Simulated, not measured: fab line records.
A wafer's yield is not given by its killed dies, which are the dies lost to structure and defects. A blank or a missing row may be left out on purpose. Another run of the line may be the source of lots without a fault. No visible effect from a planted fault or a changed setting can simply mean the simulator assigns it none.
fab line records	flow sky130
record lots=12	wafers=34	last_day=50
route steps=708 shown METAL4@632 VIA4@640 PAD_OPEN@708
lots that met no fault: from a run of the same line without faults
start_h: hours from the record's first day to the start of the lot's first wafer shown	wait_h: how many hours have passed since the lot's step before this one	" unchanged from the row above	L1.1+2: a row that stands for several wafers	- no value, or no start was given	* or withheld: withheld	< > ~ a bound
route shown NAME@n: NAME is a module with steps in the file, n the number in the route of the first one	usual: mean/standard deviation taken from wafers without a fault	same: alike in all rows	chamber/n: place in a boat	sites: readings site by site	_std_site: how widely they spread, as a standard deviation	_edge_site: inner sites' mean taken away from outer sites' mean	radius_mm: how far each site lies from the wafer's centre	mask NAME#n: copy n	behind: tool/chamber where the wafer was last shaped	hold: the reason the lot was held/the length of the hold in hours/how it ended	device: names the non-switching transistor (n, p or np)	end of line: at the end of the route, the tests of the same wafers	for a step that has no rows: nothing shown but its recipe	killed: dies lost to structure and defects at the first sort, not the wafer's yield	map: a wafer's dies, marking killed ones x, the rest . and places with no die _
set.NAME: the setting as run; set.NAME@STEP: as run at that earlier step	model.NAME: the simulator's own value behind a step, which no gauge read
the route's steps for a sample of lots (tables are steps, rows are wafers)
services: from which hour (start_h, from the record's first day; less than 0 if before it) a tool's chamber was out of use, for how many hours, and why
## steps
# step SKY_METAL4_ETCH_16
# recipe chemistry=N2/H2	target=BARC	ion_energy_ev=194.8	bias_w=100	pressure_mtorr=30	n2_flow_sccm=100	h2_flow_sccm=200	icp_w=500	stop_on=SiO2	time_s=88.2	target_depth_a=600
# usual drypump_motor_current_A=5.5/0.54	oes_product_au=0.625/0.0046	throttle_valve_pct=13.207/0.0095
lot.wafer	tool	chamber	start_h	wait_h	drypump_motor_current_A	oes_product_au	rf_hours_counter_h	throttle_valve_pct
L509.1	rie_metal-02	1	994.82	0.0	4.7	0.628	12	13.200
L509.4	"	0	"	"	6.0	0.628	-	13.235
L509.6	"	1	"	"	4.7	0.621	-	13.217
L511.1	rie_metal-01	1	1003.45	0.0	5.1	0.618	13	13.197
L511.2	"	0	"	"	5.6	0.630	18	13.200
L511.6	"	0	"	"	5.6	0.624	-	13.221
L510.2	rie_metal-04	0	1007.25	0.0	6.1	0.614	16	13.207
L510.4	"	1	"	"	5.1	0.621	-	13.208
L510.5	"	1	"	"	5.1	0.631	-	13.227
L513.3	rie_metal-04	0	1017.50	0.0	6.1	0.626	-	13.214
L513.5	"	1	"	"	5.1	0.626	-	13.180
L513.6	"	0	"	"	6.1	0.626	-	13.208
L514.1	rie_metal-04	1	1021.00	0.0	5.0	0.625	11	13.215
L514.3	"	1	"	"	5.1	0.626	-	13.214
L514.5	"	0	"	"	6.1	0.626	-	13.205
L518.1	rie_metal-04	1	1044.25	0.0	5.1	0.627	12	13.204
L518.2	"	0	"	"	6.1	0.632	18	13.209
L518.3	"	1	"	"	5.0	0.629	-	13.209
L517.1	rie_metal-02	1	1047.40	0.0	4.7	0.628	16	13.185
L517.5	"	0	"	"	6.0	0.635	-	13.204
L523.2	rie_metal-04	0	1083.57	0.0	6.1	0.631	20	13.208
L523.4	"	0	"	"	6.1	0.622	-	13.211
L523.5	"	0	"	"	6.1	0.629	-	13.192
L524.3	rie_metal-04	0	1085.58	0.0	6.1	0.630	-	13.208
L524.4	"	1	"	"	5.1	0.621	-	13.199
L524.5	"	1	"	"	5.0	0.630	-	13.211
L528.2	rie_metal-02	0	1113.62	0.0	6.0	0.626	15	13.192
L528.3	"	1	"	"	4.7	0.622	-	13.215
L528.5	"	0	"	"	6.0	0.627	-	13.205
L529.2	rie_metal-01	0	1116.05	0.0	5.6	0.629	26	13.194
L529.4	"	1	"	"	5.1	0.622	-	13.210
L529.6	"	1	"	"	5.1	0.626	-	13.204
L532.3	rie_metal-01	0	1126.40	0.0	5.6	0.630	-	13.202
L532.5	"	0	"	"	5.6	0.623	-	13.200
# step SKY_VIA4_THK_MEAS_01
# recipe reads=SiO2_of_VIA4_HDPCVD_00
# usual VIA4_HDPCVD_THK=1750/22
lot.wafer	tool	chamber	start_h	wait_h	VIA4_HDPCVD_THK[nm]
L509.1	film_metro-02	-	995.89	0.1	1719
L509.4	"	-	"	"	1725
L509.6	"	-	"	"	1730
L511.1	film_metro-04	-	1004.56	0.1	1749
L511.2	"	-	"	"	1750
L511.6	"	-	"	"	1756
L510.2	film_metro-04	-	1008.36	0.1	1758
L510.4	"	-	"	"	1758
L510.5	"	-	"	"	1766
L513.3	film_metro-04	-	1018.56	0.1	1776
L513.5	"	-	"	"	1778
L513.6	"	-	"	"	1779
L514.1	film_metro-01	-	1022.10	0.1	1776
L514.3	"	-	"	"	1776
L514.5	"	-	"	"	1758
L518.1	film_metro-04	-	1045.32	0.1	1735
L518.2	"	-	"	"	1743
L518.3	"	-	"	"	1720
L517.1	film_metro-02	-	1048.51	0.1	1723
L517.5	"	-	"	"	1688
L523.2	film_metro-04	-	1084.65	0.1	1735
L523.4	"	-	"	"	1759
L523.5	"	-	"	"	1741
L524.3	film_metro-04	-	1086.80	0.1	1758
L524.4	"	-	"	"	1746
L524.5	"	-	"	"	1766
L528.2	film_metro-02	-	1114.70	0.1	1742
L528.3	"	-	"	"	1798
L528.5	"	-	"	"	1786
L529.2	film_metro-02	-	1117.13	0.1	1745
L529.4	"	-	"	"	1762
L529.6	"	-	"	"	1733
L532.3	film_metro-04	-	1127.46	0.1	1751
L532.5	"	-	"	"	1770
# step SKY_VIA4_ETCH_12
# recipe target=SiO2	chemistry=C4F8/O2/Ar	stop_on=TiN	mask_material=NOVOLAK	source_w=1500	bias_w=1200	pressure_mtorr=40	c4f8_flow_sccm=withheld	O2_flow_sccm=6	Ar_flow_sccm=300	time_s=withheld	target_depth_a=5800
# usual oes_product_au=0.917/0.0052
lot.wafer	tool	chamber	start_h	wait_h	oes_product_au
L509.1	rie_diel-04	2	1019.10	0.0	0.907
L509.4	"	1	"	"	0.921
L509.6	"	0	"	"	0.911
L511.1	rie_diel-02	0	1027.82	0.0	0.918
L511.2	"	1	"	"	0.913
L511.6	"	0	"	"	0.917
L510.2	rie_diel-01	2	1030.74	0.0	0.922
L510.4	"	3	"	"	0.915
L510.5	"	0	"	"	0.905
L513.3	rie_diel-01	0	1040.92	0.0	0.915
L513.5	"	1	"	"	0.916
L513.6	"	0	"	"	0.915
L514.1	rie_diel-04	2	1044.70	0.0	0.916
L514.3	"	3	"	"	0.919
L514.5	"	1	"	"	0.917
L518.1	rie_diel-04	2	1066.25	0.0	0.926
L518.2	"	3	"	"	0.912
L518.3	"	1	"	"	0.913
L517.1	rie_diel-04	3	1069.49	0.0	0.912
L517.5	"	1	"	"	0.924
L523.2	rie_diel-01	1	1105.50	0.0	0.922
L523.4	"	3	"	"	0.911
L523.5	"	3	"	"	0.919
L524.3	rie_diel-01	0	1108.62	0.0	0.913
L524.4	"	1	"	"	0.917
L524.5	"	3	"	"	0.914
L528.2	rie_diel-01	2	1134.74	0.0	0.917
L528.3	"	3	"	"	0.912
L528.5	"	2	"	"	0.922
L529.2	rie_diel-04	2	1137.04	0.0	0.910
L529.4	"	3	"	"	0.917
L529.6	"	0	"	"	0.921
L532.3	rie_diel-01	2	1146.45	0.0	0.914
L532.5	"	2	"	"	0.913
# step SKY_VIA4_CMP_21
# recipe stop_on=SiO2	t_overpolish_s=25	down_force_psi=3.5	platen_rpm=60	target_thk_nm=0	pad_velocity_m_s=0.94248
# usual head_pressure_psi=3.500/0.0076	motor_current_A=10.5/1.5	overpolish_run_s=25.001/0.0085	slurry_flow_ml_min=150.0/0.48	time_to_endpoint_s=121/3.8
lot.wafer	tool	chamber	start_h	wait_h	head_pressure_psi	motor_current_A	overpolish_run_s	slurry_flow_ml_min	time_to_endpoint_s
L509.1	cmp-02	2	1020.21	0.1	3.503	9.7	24.996	150.1	117
L509.4	"	0	"	"	3.511	12.2	25.004	150.3	111
L509.6	"	2	"	"	3.495	9.2	25.008	150.0	112
L511.2	cmp-02	2	1029.23	0.3	3.507	10.4	25.000	150.2	114
L511.1	"	3	"	"	3.493	9.1	24.998	150.2	118
L511.6	"	0	"	"	3.507	12.4	24.977	149.8	115
L510.2	cmp-01	1	1032.03	0.3	3.509	10.4	25.008	150.0	122
L510.4	"	3	"	"	3.501	9.0	24.984	149.0	121
L510.5	"	1	"	"	3.511	10.4	25.004	150.6	116
L513.3	cmp-02	0	1042.29	0.3	3.498	12.7	25.010	150.0	114
L513.6	"	1	"	"	3.488	13.8	25.021	149.9	117
L513.5	"	2	"	"	3.496	10.3	25.007	150.4	113
L514.1	cmp-01	0	1045.81	0.1	3.495	11.3	24.995	149.5	123
L514.3	"	1	"	"	3.503	10.2	25.001	150.7	117
L514.5	"	3	"	"	3.507	9.2	25.012	149.9	126
L518.2	cmp-01	1	1067.54	0.2	3.500	10.5	24.987	150.3	119
L518.3	"	2	"	"	3.501	9.0	25.008	150.5	124
L518.1	"	3	"	"	3.500	8.7	25.012	150.3	123
L517.1	cmp-01	3	1071.61	1.0	3.490	8.5	25.009	149.3	123
L517.5	"	0	"	"	3.504	11.5	25.004	150.0	125
L523.4	cmp-02	0	1106.61	0.1	3.504	13.3	25.019	150.4	122
L523.2	"	2	"	"	3.517	9.8	24.997	150.5	119
L523.5	"	3	"	"	3.505	9.2	24.999	149.5	126
L524.4	cmp-01	2	1109.77	0.1	3.496	9.0	24.996	150.2	120
L524.3	"	0	"	"	3.491	11.7	24.984	149.6	121
L524.5	"	2	"	"	3.494	9.6	25.008	151.0	119
L528.3	cmp-01	2	1136.24	0.4	3.501	9.3	24.980	149.6	118
L528.2	"	3	"	"	3.505	9.0	25.019	150.4	118
L528.5	"	0	"	"	3.507	10.9	25.005	150.5	123
L529.4	cmp-01	1	1138.10	0.0	3.507	10.5	25.000	149.3	123
L529.2	"	0	"	"	3.493	11.5	25.009	149.3	126
L529.6	"	2	"	"	3.503	9.2	25.002	150.0	123
L532.3	cmp-02	2	1147.61	0.1	3.489	9.7	24.997	149.9	120
L532.5	"	1	"	"	3.511	13.4	24.992	150.0	121
# step SKY_PAD_OPEN_PROBE_99
# usual defect_limited_yield=82.4/1.8	killed_at_M0_to_M3=44/6.3	killed_at_M4_up=3.1/1.8	killed_at_contacts=25/5.1	killed_at_front_end=15/4.1	killed_at_other=0.3/0.71	killed_dies=87/8.8	killed_open=47/6.8	killed_short=40/6.7	sort_bin_3_pad_short=0.9/0.39	sort_bin_5_function=10.4/1.5	sort_bin_6_memory=6.4/1.1	sort_n_pass=405/8.8	sort_yield_pct=82.4/1.8
# same gross_dies=492	killed_at_back_side=0	sort_bin_4_leakage[%]=0	sort_bin_8_speed[%]=0
lot.wafer	tool	chamber	start_h	wait_h	defect_limited_yield[%]	killed_at_M0_to_M3	killed_at_M4_up	killed_at_contacts	killed_at_front_end	killed_at_other	killed_dies	killed_open	killed_short	sort_bin_3_pad_short[%]	sort_bin_5_function[%]	sort_bin_6_memory[%]	sort_n_pass	sort_yield_pct[%]
L509.1	prober-02	-	1088.12	0.1	83.1	37	4	30	12	0	83	38	45	1.0	11.0	4.9	409	83.1
L509.4	prober-02	-	1088.27	0.2	83.3	54	6	13	9	0	82	39	43	1.4	8.5	6.7	410	83.3
L509.6	prober-02	-	1088.37	0.2	81.9	48	5	26	10	0	89	49	40	1.2	10.6	6.3	403	81.9
L511.1	prober-01	-	1097.03	0.1	83.9	43	2	23	11	0	79	45	34	0.8	8.5	6.7	413	83.9
L511.2	prober-01	-	1097.08	0.1	82.5	38	3	25	20	0	86	44	42	0.6	9.1	7.7	406	82.5
L511.6	prober-01	-	1097.28	0.2	82.5	39	5	31	11	0	86	43	43	0.8	10.8	5.9	406	82.5
L510.2	prober-02	-	1098.76	0.1	81.1	44	3	27	19	0	93	50	43	0.8	11.2	6.9	399	81.1
L510.4	prober-02	-	1098.86	0.2	82.3	42	2	26	17	0	87	47	40	0.6	10.2	6.9	405	82.3
L510.5	prober-02	-	1098.91	0.2	82.9	46	4	20	14	0	84	45	39	0.8	11.0	5.3	408	82.9
L513.3	prober-02	-	1110.44	0.2	84.8	32	2	28	13	0	75	34	41	1.0	8.1	6.1	417	84.8
L513.5	prober-02	-	1110.54	0.2	81.5	48	3	25	15	0	91	53	38	0.8	10.2	7.5	401	81.5
L513.6	prober-02	-	1110.59	0.2	82.3	41	5	22	18	1	87	41	46	0.6	9.8	7.3	405	82.3
L514.1	prober-01	-	1113.70	0.1	81.7	54	1	13	22	0	90	44	46	1.0	11.0	6.3	402	81.7
L514.3	prober-01	-	1113.80	0.2	80.7	42	6	26	21	0	95	54	41	0.8	11.8	6.7	397	80.7
L514.5	prober-01	-	1113.90	0.2	79.3	53	1	31	17	0	102	59	43	1.0	13.0	6.7	390	79.3
L518.1	prober-02	-	1133.35	0.1	80.5	49	4	22	20	1	96	53	43	0.4	10.2	8.9	396	80.5
L518.2	prober-02	-	1133.40	0.1	83.5	44	1	20	16	0	81	33	48	1.4	8.1	6.9	411	83.5
L518.3	prober-02	-	1133.45	0.2	83.7	39	1	22	18	0	80	54	26	1.0	7.7	7.5	412	83.7
L517.1	prober-01	-	1136.65	0.1	80.3	49	2	25	21	0	97	44	53	1.0	11.4	7.3	395	80.3
L517.5	prober-01	-	1136.85	0.2	79.9	51	2	22	23	1	99	58	40	0.6	11.2	8.3	393	79.9
L523.2	prober-02	-	1166.53	0.1	71.5	44	55	26	13	2	140	49	35	3.9	18.1	6.5	352	71.5
L523.4	prober-02	-	1166.63	0.2	72.4	45	53	27	11	0	136	46	44	2.8	17.1	7.7	356	72.4
L523.5	prober-02	-	1166.68	0.2	72.2	42	60	19	16	0	137	47	38	3.5	16.9	7.5	355	72.2
L524.3	prober-01	-	1170.18	0.2	73.8	42	54	23	10	0	129	40	39	2.0	18.1	6.1	363	73.8
L524.4	prober-01	-	1170.23	0.2	82.3	39	4	24	20	0	87	43	42	0.8	11.0	5.9	405	82.3
L524.5	prober-01	-	1170.28	0.2	82.5	42	5	28	11	0	86	46	40	1.0	9.8	6.7	406	82.5
L528.2	prober-01	-	1191.72	0.1	82.7	46	3	17	18	1	85	50	35	1.0	11.2	5.1	407	82.7
L528.3	prober-01	-	1191.77	0.2	85.2	43	2	18	10	0	73	41	32	1.0	9.3	4.5	419	85.2
L528.5	prober-01	-	1191.87	0.2	84.3	31	1	27	18	0	77	42	35	0.8	9.3	5.5	415	84.3
L529.2	prober-02	-	1194.49	0.1	84.3	37	3	19	18	0	77	44	33	0.6	9.1	5.9	415	84.3
L529.6	prober-02	-	1194.69	0.2	86.2	33	2	22	10	1	68	37	30	0.2	8.9	4.7	424	86.2
L532.3	prober-01	-	1202.84	0.2	83.5	33	6	27	15	0	81	44	37	1.6	8.9	5.9	411	83.5
L532.5	prober-01	-	1202.94	0.2	79.1	41	6	40	14	2	103	59	42	0.4	11.8	8.7	389	79.1
# killed by level:class
L509.1 VIA1:geometric_particle:open=9 LI_CONTACT:geometric_particle:open=7 CONTACT:geometric_particle:open=7 LOCAL_INTERCONNECT:geometric_particle:short=6 VIA1:geometric_particle:short=6 METAL1:geometric_particle:short=5 CONTACT:geometric_particle:short=5 FIELD_ISO:geometric_particle:open=4
L509.4 VIA1:geometric_particle:open=15 METAL1:geometric_particle:short=9 METAL2:geometric_particle:short=8 VIA2:geometric_particle:open=6 VIA1:geometric_particle:short=5 CONTACT:geometric_particle:open=5 METAL4:geometric_particle:short=4 VIA3:geometric_particle:open=4
L509.6 CONTACT:geometric_particle:open=10 LI_CONTACT:geometric_particle:open=9 VIA3:geometric_particle:open=8 VIA1:geometric_particle:open=8 METAL2:geometric_particle:short=8 VIA1:geometric_particle:short=6 METAL4:geometric_particle:short=5 FIELD_ISO:geometric_particle:short=3
L511.1 VIA1:geometric_particle:open=10 CONTACT:geometric_particle:open=9 LI_CONTACT:geometric_particle:open=8 VIA2:geometric_particle:open=8 VIA1:geometric_particle:short=7 METAL3:geometric_particle:short=5 POLY_GATE:geometric_particle:short=4 METAL1:geometric_particle:short=4
L511.2 VIA1:geometric_particle:open=10 LI_CONTACT:geometric_particle:open=8 VIA3:geometric_particle:open=8 CONTACT:geometric_particle:open=6 VIA2:geometric_particle:short=6 METAL2:geometric_particle:short=5 LOCAL_INTERCONNECT:geometric_particle:short=4 FIELD_ISO:geometric_particle:short=3
L511.6 VIA1:geometric_particle:open=8 CONTACT:geometric_particle:open=8 CONTACT:geometric_particle:short=8 VIA1:geometric_particle:short=7 LI_CONTACT:geometric_particle:open=5 POLY_GATE:geometric_particle:open=4 LI_CONTACT:geometric_particle:short=4 LOCAL_INTERCONNECT:geometric_particle:short=4
L510.2 LI_CONTACT:geometric_particle:open=12 FIELD_ISO:geometric_particle:short=10 METAL2:geometric_particle:short=9 VIA2:geometric_particle:open=8 VIA1:geometric_particle:open=7 VIA3:geometric_particle:open=7 CONTACT:geometric_particle:open=6 LOCAL_INTERCONNECT:geometric_particle:short=5
L510.4 VIA1:geometric_particle:open=10 LI_CONTACT:geometric_particle:open=7 CONTACT:geometric_particle:open=6 METAL2:geometric_particle:short=5 VIA3:geometric_particle:open=5 FIELD_ISO:geometric_particle:open=4 POLY_GATE:geometric_particle:short=4 POLY_GATE:geometric_particle:open=4
L510.5 VIA1:geometric_particle:open=11 METAL2:geometric_particle:short=8 VIA3:geometric_particle:open=6 METAL1:geometric_particle:short=6 LI_CONTACT:geometric_particle:open=5 CONTACT:geometric_particle:open=5 FIELD_ISO:geometric_particle:open=4 POLY_GATE:geometric_particle:open=4
L513.3 LI_CONTACT:geometric_particle:open=10 VIA3:geometric_particle:short=7 LOCAL_INTERCONNECT:geometric_particle:short=6 VIA1:geometric_particle:short=6 CONTACT:geometric_particle:short=5 VIA1:geometric_particle:open=5 VIA3:geometric_particle:open=4 CONTACT:geometric_particle:open=4
L513.5 VIA1:geometric_particle:open=12 CONTACT:geometric_particle:open=9 VIA3:geometric_particle:open=8 FIELD_ISO:geometric_particle:open=7 CONTACT:geometric_particle:short=7 VIA2:geometric_particle:open=7 METAL2:geometric_particle:short=6 VIA1:geometric_particle:short=5
L513.6 VIA1:geometric_particle:open=11 VIA2:geometric_particle:open=8 CONTACT:geometric_particle:short=6 LI_CONTACT:geometric_particle:short=6 METAL2:geometric_particle:short=6 VIA3:geometric_particle:open=6 FIELD_ISO:geometric_particle:short=5 CONTACT:geometric_particle:open=5
L514.1 VIA1:geometric_particle:open=11 VIA1:geometric_particle:short=9 METAL2:geometric_particle:short=9 POLY_GATE:geometric_particle:open=6 CONTACT:geometric_particle:open=6 FIELD_ISO:geometric_particle:short=5 VIA2:geometric_particle:open=4 METAL3:geometric_particle:short=4
L514.3 CONTACT:geometric_particle:open=11 VIA1:geometric_particle:open=11 CONTACT:geometric_particle:short=7 VIA3:geometric_particle:open=7 FIELD_ISO:geometric_particle:open=5 LI_CONTACT:geometric_particle:open=5 METAL1:geometric_particle:short=5 METAL4:geometric_particle:short=5
L514.5 VIA1:geometric_particle:open=14 CONTACT:geometric_particle:open=10 LI_CONTACT:geometric_particle:open=9 VIA2:geometric_particle:open=8 VIA2:geometric_particle:short=7 LOCAL_INTERCONNECT:geometric_particle:short=6 CONTACT:geometric_particle:short=6 VIA3:geometric_particle:open=6
L518.1 VIA1:geometric_particle:open=11 LI_CONTACT:geometric_particle:open=8 VIA3:geometric_particle:open=8 FIELD_ISO:geometric_particle:short=7 CONTACT:geometric_particle:open=7 CONTACT:geometric_particle:short=6 VIA1:geometric_particle:short=6 METAL1:geometric_particle:short=5
L518.2 LOCAL_INTERCONNECT:geometric_particle:short=8 VIA1:geometric_particle:open=8 METAL1:geometric_particle:short=7 VIA3:geometric_particle:short=6 VIA3:geometric_particle:open=6 FIELD_ISO:geometric_particle:short=5 POLY_GATE:geometric_particle:short=5 LI_CONTACT:geometric_particle:short=4
L518.3 VIA3:geometric_particle:open=10 CONTACT:geometric_particle:open=10 VIA1:geometric_particle:open=9 FIELD_ISO:geometric_particle:open=6 POLY_GATE:geometric_particle:open=5 CONTACT:geometric_particle:short=5 VIA2:geometric_particle:open=5 LI_CONTACT:geometric_particle:open=4
L517.1 CONTACT:geometric_particle:short=8 VIA1:geometric_particle:open=8 VIA3:geometric_particle:short=8 CONTACT:geometric_particle:open=7 VIA3:geometric_particle:open=7 POLY_GATE:geometric_particle:open=6 METAL1:geometric_particle:short=6 VIA1:geometric_particle:short=5
L517.5 VIA1:geometric_particle:open=10 POLY_GATE:geometric_particle:open=9 CONTACT:geometric_particle:open=8 METAL2:geometric_particle:short=7 VIA2:geometric_particle:open=7 LI_CONTACT:geometric_particle:open=6 METAL1:geometric_particle:short=6 VIA3:geometric_particle:open=6
L523.2 METAL4:unspecified=54 CONTACT:geometric_particle:open=15 VIA2:geometric_particle:open=8 VIA1:geometric_particle:open=7 VIA1:geometric_particle:short=7 FIELD_ISO:geometric_particle:short=6 VIA3:geometric_particle:open=5 LI_CONTACT:geometric_particle:open=4
L523.4 METAL4:unspecified=46 LI_CONTACT:geometric_particle:open=12 VIA1:geometric_particle:short=8 CONTACT:geometric_particle:open=7 VIA1:geometric_particle:open=7 VIA2:geometric_particle:open=7 METAL2:geometric_particle:short=5 METAL4:geometric_particle:short=5
L523.5 METAL4:unspecified=52 CONTACT:geometric_particle:open=13 VIA1:geometric_particle:open=13 VIA1:geometric_particle:short=8 VIA3:geometric_particle:open=7 METAL4:geometric_particle:short=7 FIELD_ISO:geometric_particle:open=5 FIELD_ISO:geometric_particle:short=5
L524.3 METAL4:unspecified=50 VIA1:geometric_particle:open=11 CONTACT:geometric_particle:open=7 VIA1:geometric_particle:short=6 LI_CONTACT:geometric_particle:open=5 METAL2:geometric_particle:short=5 VIA2:geometric_particle:open=5 POLY_GATE:geometric_particle:open=4
L524.4 VIA1:geometric_particle:open=10 LI_CONTACT:geometric_particle:short=7 METAL1:geometric_particle:short=7 POLY_GATE:geometric_particle:open=6 LI_CONTACT:geometric_particle:open=6 VIA1:geometric_particle:short=6 VIA2:geometric_particle:open=5 POLY_GATE:geometric_particle:short=4
L524.5 VIA1:geometric_particle:open=13 CONTACT:geometric_particle:open=11 LOCAL_INTERCONNECT:geometric_particle:short=7 VIA2:geometric_particle:open=7 METAL1:geometric_particle:short=6 LI_CONTACT:geometric_particle:short=6 VIA3:geometric_particle:open=5 LI_CONTACT:geometric_particle:open=4
L528.2 VIA1:geometric_particle:open=13 CONTACT:geometric_particle:open=8 VIA2:geometric_particle:open=7 METAL1:geometric_particle:short=6 FIELD_ISO:geometric_particle:open=5 VIA3:geometric_particle:open=5 LI_CONTACT:geometric_particle:short=4 POLY_GATE:geometric_particle:short=4
L528.3 LI_CONTACT:geometric_particle:open=8 METAL2:geometric_particle:short=8 VIA2:geometric_particle:open=7 VIA1:geometric_particle:open=6 CONTACT:geometric_particle:open=5 VIA3:geometric_particle:open=5 METAL3:geometric_particle:short=4 METAL1:geometric_particle:short=4
L528.5 CONTACT:geometric_particle:open=12 VIA1:geometric_particle:open=10 CONTACT:geometric_particle:short=7 FIELD_ISO:geometric_particle:short=5 POLY_GATE:geometric_particle:open=5 VIA1:geometric_particle:short=5 METAL3:geometric_particle:short=5 FIELD_ISO:geometric_particle:open=3
L529.2 FIELD_ISO:geometric_particle:open=9 VIA1:geometric_particle:open=9 LI_CONTACT:geometric_particle:open=7 VIA3:geometric_particle:open=6 METAL1:geometric_particle:short=5 VIA2:geometric_particle:open=4 LI_CONTACT:geometric_particle:short=4 CONTACT:geometric_particle:open=4
L529.6 LI_CONTACT:geometric_particle:open=10 METAL1:geometric_particle:short=8 METAL2:geometric_particle:short=7 VIA2:geometric_particle:open=6 FIELD_ISO:geometric_particle:open=5 CONTACT:geometric_particle:open=4 VIA1:geometric_particle:open=4 VIA3:geometric_particle:open=4
L532.3 CONTACT:geometric_particle:open=11 VIA3:geometric_particle:open=10 POLY_GATE:geometric_particle:short=6 CONTACT:geometric_particle:short=6 METAL1:geometric_particle:short=6 VIA2:geometric_particle:open=6 METAL4:geometric_particle:short=4 LI_CONTACT:geometric_particle:open=4
L532.5 CONTACT:geometric_particle:open=18 LI_CONTACT:geometric_particle:open=9 VIA1:geometric_particle:open=9 METAL2:geometric_particle:short=7 METAL4:geometric_particle:short=6 LOCAL_INTERCONNECT:geometric_particle:short=5 VIA3:geometric_particle:open=5 FIELD_ISO:geometric_particle:open=4
## services
tool	chamber	start_h	hours	kind
rie_diel-02	0	978.90	4.9	repair
rie_metal-02	-	990.33	2.1	repair
rie_diel-01	1	1009.39	1.5	repair
rie_diel-02	-	1020.95	0.6	repair
cmp-01	-	1026.96	2.3	repair
rie_diel-02	0	1028.29	1.3	repair
rie_diel-01	1	1028.38	5.7	repair
rie_diel-02	2	1028.54	28.3	repair
cmp-02	-	1029.72	4.0	repair
rie_diel-04	0	1036.17	30.6	repair
rie_diel-04	2	1056.32	3.3	repair
cmp-02	-	1059.26	16.1	pm
rie_metal-02	-	1064.07	1.4	pm
cmp-02	-	1084.07	4.0	pm
cmp-02	-	1088.07	-	consumable_replace:conditioner
rie_diel-04	-	1106.76	2.8	pm
rie_metal-02	0	1108.04	1.9	repair
cmp-01	-	1111.78	8.3	pm
rie_diel-01	3	1121.04	3.4	repair
cmp-01	-	1129.19	2.8	repair
rie_diel-04	1	1131.00	7.8	repair
cmp-02	-	1132.85	3.5	pm
rie_metal-01	1	1137.60	1.6	repair
cmp-02	-	1144.09	1.8	repair
## key
first_sign step=SKY_PAD_OPEN_PROBE_99	reading=killed_at_M4_up	direction=up	sigmas=30	usual=3.1	struck=55.5
effect step=SKY_PAD_OPEN_PROBE_99	reading=sort_bin_3_pad_short	direction=up	sigmas=5.7	usual=0.9	struck=3.0
met_at SKY_METAL4_ETCH_16
struck_lots L523,L524
struck_wafers L523.2,L523.4,L523.5,L524.3
not_acting_at SKY_VIA4_THK_MEAS_01,SKY_VIA4_ETCH_12,SKY_VIA4_CMP_21
onset_between 1044.25 1083.57
fault kind=chamber_particle_source	tool=rie_metal-04	chamber=0	onset_h=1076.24	steps=SKY_METAL4_ETCH_16	rate_per_visit_cm2=1.0414	end_h=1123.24
